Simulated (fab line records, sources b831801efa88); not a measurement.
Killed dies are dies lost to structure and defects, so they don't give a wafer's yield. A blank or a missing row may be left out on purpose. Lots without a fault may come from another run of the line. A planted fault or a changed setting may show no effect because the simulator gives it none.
fab line records | flow sky130
record lots=4 wafers=12 last_day=48
route steps=708 shown VIA3@577 METAL4@598 CAP2M@603 PAD_OPEN@708
lots that met no fault: from a run of the same line without faults
start_h: hours from the record's first day to the start of the lot's first wafer shown | wait_h: hours since the lot's step before | " the same as in the row above | L1.1+2: a row that stands for several wafers | - no value, or no start given | * or withheld: withheld | < > ~ a bound
route shown NAME@n: a module of which the file shows steps, and the number in the route of the first | usual: mean/standard deviation of fault-free wafers | same: alike in all rows | chamber/n: place in a boat | sites: the reading at each site | _std_site: their standard deviation | _edge_site: outer sites' mean less inner sites' | radius_mm: how far each site lies from the wafer's centre | mask NAME#n: copy n | behind: the tool/chamber that last shaped the wafer | hold: why the lot was held/for how many hours/how that ended | device: the transistor (n, p or np) that didn't switch | end of line: the same wafers' tests at the end of the route | a step without rows: its recipe alone | killed: dies lost to structure and defects at the first sort, not the wafer's yield | map: a wafer's dies, x killed, . not, _ none there
set.NAME: the setting as run; set.NAME@STEP: as run at that earlier step | model.NAME: the simulator's own value behind a step, which no gauge read
lots at some steps of the route; a table a step, a row a wafer
services: from which hour (start_h, from the record's first day; less than 0 if before it) a tool's chamber was out of use, for how many hours, and why
## steps
# step SKY_VIA3_DEHYDRATE_04
# recipe temp_c=200 time_s=60
# step SKY_VIA3_HMDS_05
# recipe prime_time_s=60 prime_temp_c=120
# step SKY_VIA3_COAT_06
# recipe resist=BARC temp_c=withheld time_s=withheld spin_rpm=3000 resist_thk_nm=60
# step SKY_VIA3_COAT_07
# recipe resist=KrF-thick spin_rpm=3000 resist_thk_nm=450
# step SKY_VIA3_SOFTBAKE_08
# recipe temp_c=100 time_s=90 resist=KrF-thick
# step SKY_VIA3_EXPOSE_09
# recipe mask_id=VIM3 na=0.8 source_shape=annular sigma_inner=0.55 sigma_outer=0.85 target_cd_nm=200 dose_mj=38
# step SKY_VIA3_PEB_10
# recipe peb_temp_c=withheld peb_time_s=withheld resist=KrF-thick
# step SKY_VIA3_DEVELOP_11
# recipe develop_time_s=60 resist=KrF-thick dev_temp_c=21
# step SKY_VIA3_ETCH_14
# recipe chemistry=N2/H2 target=BARC ion_energy_ev=200 source_w=500 bias_w=100 pressure_mtorr=30 n2_flow_sccm=100 h2_flow_sccm=200 stop_on=SiO2 time_s=45.9 target_depth_a=600
# step SKY_VIA3_ETCH_15
# recipe target=SiO2 chemistry=C4F8/O2/Ar target_depth_nm=507 stop_on=TiN mask_material=KrF-thick source_w=1500 bias_w=1200 pressure_mtorr=40 c4f8_flow_sccm=withheld O2_flow_sccm=6 Ar_flow_sccm=300 time_s=78
# step SKY_VIA3_STRIP_16
# recipe chemistry=O2/N2 power_w=1400 pressure_mtorr=1500 platen_temp_c=withheld o2_flow_sccm=3000 n2_flow_sccm=300 overash_fraction=0.5
# usual drypump_motor_current_A=5.6/0.41 o2_flow_sccm=2999/8.9 oes_product_au=0.402/0.0046 strip_time_to_endpoint_s=4.13/0.031
# columns lot.wafer tool chamber start_h wait_h drypump_motor_current_A o2_flow_sccm oes_product_au rf_hours_counter_h strip_time_to_endpoint_s
L580.2 plasma_asher-02 0 922.48 0.0 6.0 2980 0.401 108 4.11
L580.3 " 1 " " 5.5 2997 0.401 - 4.10
L580.5 " 0 " " 6.0 2987 0.406 - 4.10
L582.3 plasma_asher-02 1 942.05 0.1 5.6 2994 0.403 - 4.12
L582.5 " 0 " " 6.0 3003 0.398 - 4.13
L582.6 " 1 " " 5.6 2998 0.405 - 4.16
L585.2 plasma_asher-02 0 965.87 0.0 6.0 2990 0.408 112 4.17
L585.5 " 1 " " 5.6 3007 0.404 - 4.13
L585.6 " 0 " " 6.0 2992 0.397 - 4.10
L594.2 plasma_asher-04 1 1027.02 0.0 5.9 2994 0.394 27 4.14
L594.5 " 1 " " 5.9 2987 0.400 - 4.10
L594.6 " 0 " " 4.8 3005 0.400 - 4.14
# step SKY_VIA3_STRIP_17
# recipe chemistry=post_etch_residue_remover time_s=1200 temp_c=72.5
# step SKY_VIA3_CLEAN_18
# recipe chemistry=IPA time_s=180 temp_c=25
# step SKY_VIA3_CLEAN_19
# recipe chemistry=O3/DIW dry=n2_spin
# step SKY_VIA3_SPUTTER_20
# recipe material=TiN target_thk_nm=20 chamber_pressure_pa=5 power_w=4000 time_s=80
# step SKY_VIA3_CVD_21
# recipe material=W target_thk_nm=390 time_s=117.31 temp_c=400 pressure_torr=40
# step SKY_VIA3_CMP_24
# recipe stop_on=SiO2 t_overpolish_s=20 down_force_psi=3.5 platen_rpm=60 target_thk_nm=0 pad_velocity_m_s=0.94248
# step SKY_METAL4_SPUTTER_00
# recipe material=Ti target_thk_nm=15 power_w=3000 time_s=10 chamber_pressure_pa=0.4
# step SKY_METAL4_SPUTTER_01
# recipe material=TiN target_thk_nm=20 power_w=6500 time_s=16.7 chamber_pressure_pa=0.4
# step SKY_METAL4_SPUTTER_02
# recipe material=AlCu target_thk_nm=735 power_w=10600 time_s=39.1 chamber_pressure_pa=0.4
# step SKY_METAL4_SPUTTER_03
# recipe material=Ti target_thk_nm=5 power_w=3000 time_s=3.3 chamber_pressure_pa=0.4
# step SKY_METAL4_SPUTTER_04
# recipe material=TiN target_thk_nm=70 power_w=6500 time_s=58.3 chamber_pressure_pa=0.4
# step SKY_CAP2M_CVD_00
# recipe material=SiO2 target_thk_nm=15.5 temp_c=400 time_s=withheld rf_w=450
# step SKY_CAP2M_SPUTTER_02
# recipe material=TiN target_thk_nm=200 temp_c=300 power_w=6500 time_s=166.7 chamber_pressure_pa=0.4
# step SKY_CAP2M_DEHYDRATE_05
# recipe temp_c=200 time_s=60
# step SKY_CAP2M_HMDS_06
# recipe prime_time_s=60 prime_temp_c=120
# step SKY_CAP2M_COAT_07
# recipe resist=NOVOLAK spin_rpm=3000 resist_thk_nm=1140
# step SKY_CAP2M_SOFTBAKE_08
# recipe temp_c=90 time_s=60 resist=NOVOLAK
# step SKY_CAP2M_EXPOSE_09
# recipe mask_id=CAP2M na=0.6 source_shape=conventional sigma_outer=0.6 polarization=unpolarized target_cd_nm=1000 dose_mj=159
# step SKY_CAP2M_PEB_10
# recipe temp_c=withheld time_s=* resist=NOVOLAK
# step SKY_CAP2M_DEVELOP_11
# recipe resist=NOVOLAK developer=TMAH develop_time_s=60 dev_temp_c=23
# step SKY_CAP2M_METAL_ETCH_13
# recipe target_depth_nm=220 stop_on=SiO2 chemistry=Cl2/BCl3 target=TiN pressure_mtorr=10 icp_w=900 bias_w=48.5 Cl2_flow_sccm=60 bcl3_flow_sccm=30 time_s=62.9
# step SKY_CAP2M_STRIP_14
# recipe chemistry=O2/N2 power_w=1400 pressure_mtorr=1500 platen_temp_c=withheld o2_flow_sccm=3000 n2_flow_sccm=300 overash_fraction=0.5
# step SKY_CAP2M_STRIP_15
# recipe chemistry=post_etch_residue_remover time_s=1200 temp_c=72.5
# step SKY_PAD_OPEN_PROBE_99
# usual defect_limited_yield=82.6/1.8 killed_at_M0_to_M3=43/6.4 killed_at_M4_up=2.8/1.7 killed_at_contacts=24/5.5 killed_at_front_end=15/4 killed_at_other=0.3/0.54 killed_dies=86/9.1 killed_open=47/6.6 killed_short=39/6.2 sort_bin_3_pad_short=0.9/0.45 sort_bin_5_function=10.4/1.4 sort_bin_6_memory=6.2/1.1 sort_n_pass=406/9.1 sort_yield_pct=82.6/1.8
# same gross_dies=492 killed_at_back_side=0 sort_bin_4_leakage[%]=0 sort_bin_8_speed[%]=0
# columns lot.wafer tool chamber start_h wait_h defect_limited_yield[%] killed_at_M0_to_M3 killed_at_M4_up killed_at_contacts killed_at_front_end killed_at_other killed_dies killed_open killed_short sort_bin_3_pad_short[%] sort_bin_5_function[%] sort_bin_6_memory[%] sort_n_pass sort_yield_pct[%] model.etest.tester.sort_n_pass model.etest.tester.sort_yield_pct model.etest.tester.sort_bin_5_pct model.etest.tester.sort_bin_3_pct
L580.2 prober-01 - 1070.68 0.1 82.7 37 1 26 21 0 85 43 42 1.8 9.3 6.1 407 82.7 407 82.72 9.35 1.829
L580.3 prober-01 - 1070.73 0.2 82.3 43 4 25 15 0 87 44 43 1.0 10.6 6.1 405 82.3 405 82.32 10.57 1.016
L580.5 prober-01 - 1070.83 0.2 84.6 37 2 24 13 0 76 44 32 0.2 8.7 6.5 416 84.6 416 84.55 8.74 0.2033
L582.3 prober-01 - 1088.54 0.2 77.4 79 2 14 16 0 111 40 25 4.3 11.6 6.7 381 77.4 381 77.44 11.59 4.268
L582.5 prober-01 - 1088.64 0.2 79.7 54 2 23 20 1 100 62 38 0.4 12.6 7.3 392 79.7 392 79.67 12.6 0.4065
L582.6 prober-01 - 1088.69 0.2 75.2 77 4 21 20 0 122 46 37 3.7 14.6 6.5 370 75.2 370 75.2 14.63 3.659
L585.2 prober-01 - 1108.37 0.1 82.1 44 3 25 14 2 88 48 40 0.6 12.0 5.3 404 82.1 404 82.11 11.99 0.6098
L585.5 prober-01 - 1108.52 0.2 73.4 88 2 22 19 0 131 52 36 3.7 16.5 6.5 361 73.4 361 73.37 16.46 3.659
L585.6 prober-01 - 1108.57 0.2 83.7 40 2 30 8 0 80 48 32 1.0 11.4 3.9 412 83.7 412 83.74 11.38 1.016
L594.2 prober-02 - 1159.00 0.1 80.9 49 4 22 18 1 94 42 52 0.6 11.2 7.3 398 80.9 398 80.89 11.18 0.6098
L594.5 prober-02 - 1159.15 0.2 84.8 35 2 22 15 1 75 35 40 1.6 9.6 4.1 417 84.8 417 84.76 9.553 1.626
L594.6 prober-02 - 1159.20 0.2 81.7 42 2 28 17 1 90 45 45 0.6 11.2 6.5 402 81.7 402 81.71 11.18 0.6098
# killed by level:class
L580.2 CONTACT:geometric_particle:open=10 VIA1:geometric_particle:open=9 METAL2:geometric_particle:short=7 FIELD_ISO:geometric_particle:short=6 LOCAL_INTERCONNECT:geometric_particle:short=6 VIA3:geometric_particle:open=6 SPACER:geometric_particle:open=4 LI_CONTACT:geometric_particle:open=4
L580.3 VIA2:geometric_particle:open=10 CONTACT:geometric_particle:open=10 METAL2:geometric_particle:short=8 LI_CONTACT:geometric_particle:open=6 VIA3:geometric_particle:open=5 FIELD_ISO:geometric_particle:short=4 LOCAL_INTERCONNECT:geometric_particle:short=4 CONTACT:geometric_particle:short=4
L580.5 LI_CONTACT:geometric_particle:open=10 VIA2:geometric_particle:open=9 VIA1:geometric_particle:short=7 VIA1:geometric_particle:open=7 CONTACT:geometric_particle:open=6 CONTACT:geometric_particle:short=5 VIA3:geometric_particle:open=4 METAL2:geometric_particle:short=4
L582.3 VIA3:unspecified=46 VIA1:geometric_particle:open=14 CONTACT:geometric_particle:open=6 POLY_GATE:geometric_particle:short=5 FIELD_ISO:geometric_particle:short=4 LI_CONTACT:geometric_particle:open=4 VIA1:geometric_particle:short=4 VIA3:geometric_particle:open=4
L582.5 VIA1:geometric_particle:open=13 VIA2:geometric_particle:open=13 VIA3:geometric_particle:open=10 CONTACT:geometric_particle:open=9 CONTACT:geometric_particle:short=6 METAL2:geometric_particle:short=6 FIELD_ISO:geometric_particle:short=5 POLY_GATE:geometric_particle:short=5
L582.6 VIA3:unspecified=39 CONTACT:geometric_particle:open=9 METAL2:geometric_particle:short=8 VIA1:geometric_particle:open=7 VIA2:geometric_particle:open=7 FIELD_ISO:geometric_particle:open=5 LI_CONTACT:geometric_particle:open=5 METAL4:geometric_particle:short=4
L585.2 VIA1:geometric_particle:open=11 CONTACT:geometric_particle:open=9 LI_CONTACT:geometric_particle:short=8 VIA3:geometric_particle:open=6 VIA1:geometric_particle:short=6 METAL2:geometric_particle:short=6 LI_CONTACT:geometric_particle:open=5 VIA2:geometric_particle:open=5
L585.5 VIA3:unspecified=43 CONTACT:geometric_particle:open=9 VIA1:geometric_particle:open=9 FIELD_ISO:geometric_particle:open=8 LI_CONTACT:geometric_particle:open=8 METAL1:geometric_particle:short=8 VIA2:geometric_particle:open=7 VIA1:geometric_particle:short=7
L585.6 VIA1:geometric_particle:open=14 CONTACT:geometric_particle:open=11 CONTACT:geometric_particle:short=6 LI_CONTACT:geometric_particle:short=5 VIA2:geometric_particle:open=5 LI_CONTACT:geometric_particle:open=4 LOCAL_INTERCONNECT:geometric_particle:short=4 METAL2:geometric_particle:short=4
L594.2 VIA3:geometric_particle:open=10 METAL1:geometric_particle:short=8 VIA1:geometric_particle:open=8 METAL2:geometric_particle:short=7 VIA1:geometric_particle:short=6 LOCAL_INTERCONNECT:geometric_particle:short=6 FIELD_ISO:geometric_particle:short=5 LI_CONTACT:geometric_particle:open=5
L594.5 VIA1:geometric_particle:open=11 FIELD_ISO:geometric_particle:short=7 CONTACT:geometric_particle:open=6 LI_CONTACT:geometric_particle:open=5 METAL1:geometric_particle:short=5 METAL2:geometric_particle:short=5 LOCAL_INTERCONNECT:geometric_particle:short=4 VIA3:geometric_particle:open=4
L594.6 LOCAL_INTERCONNECT:geometric_particle:short=11 VIA1:geometric_particle:open=10 METAL2:geometric_particle:short=9 LI_CONTACT:geometric_particle:open=6 VIA1:geometric_particle:short=5 VIA2:geometric_particle:open=5 FIELD_ISO:geometric_particle:short=4 METAL1:geometric_particle:open=4
# map L582.6 (x killed, . not)
__________....xx..x._________
________..x.......x.x._______
______......x...x..xx.x._____
_____.xx.x..x.........x..____
____..x.......x......xx...___
___......x.x...x..x........__
__xx.x.......x...x.x........_
_...........x...........x....
_....x.xx......x.......x.....
_..x..........x.........x.x..
_x...x.....x.x...x.x...xx....
_....xx.x..x....x.x..........
_..............x........x....
_x.xx................x.....x.
_............xxx..x....x..x..
__.....x......x......x.x...._
___...........x............__
____......xxxxxxx.........___
_____xx...xxxxxxx...x....____
______...xxxxxxxxxx....._____
________xxxxxxxxxxxx.._______
__________xxxxxxxxxx_________
# map L585.5 (x killed, . not)
__________x......x.._________
________x....x.xx...xx_______
______x.....x.x.....x..._____
_____.x.x....x......xxx..____
____...x...xx....xx....xx.___
___.x...........x..x.x.....__
__x......x...x...x.........._
_.xxx...x...x.x..x......xx.x.
_x......x..xxx...............
_................x.xx........
_x.......x.....x.......x.x...
_........x......x.x...x......
_.x..............x..x...x...x
_..x...........xx.......xx.x.
_x.....x........x..x.........
__..........x........x....x._
___..........xxxx.....xx...__
____x.....xxxxx.xx.......x___
_____.....xxxxxx.x.......____
______x.xxxxxxxxxx......_____
________xxxxxxxxxxx..._______
__________xxxxxxxxx._________
## services
# columns tool chamber start_h hours kind
plasma_asher-04 - 972.01 10.1 pm
plasma_asher-04 - 986.84 3.7 repair
plasma_asher-04 - 988.01 4.1 repair
## key
first_sign step=SKY_PAD_OPEN_PROBE_99 reading=sort_bin_3_pad_short direction=up sigmas=6.5 usual=0.9 struck=3.9
effect step=SKY_PAD_OPEN_PROBE_99 reading=killed_at_M0_to_M3 direction=up sigmas=5.9 usual=43 struck=81
model_effect step=SKY_PAD_OPEN_PROBE_99 value=etest.tester.sort_n_pass without=407.3 struck=370.7
met_at SKY_VIA3_STRIP_16
struck_wafers L582.3,L582.6,L585.5
onset_between 922.48 942.05
fault kind=chamber_particle_source tool=plasma_asher-02 chamber=1 onset_h=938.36 steps=SKY_VIA3_STRIP_16 rate_per_visit_cm2=2.1926 end_h=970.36
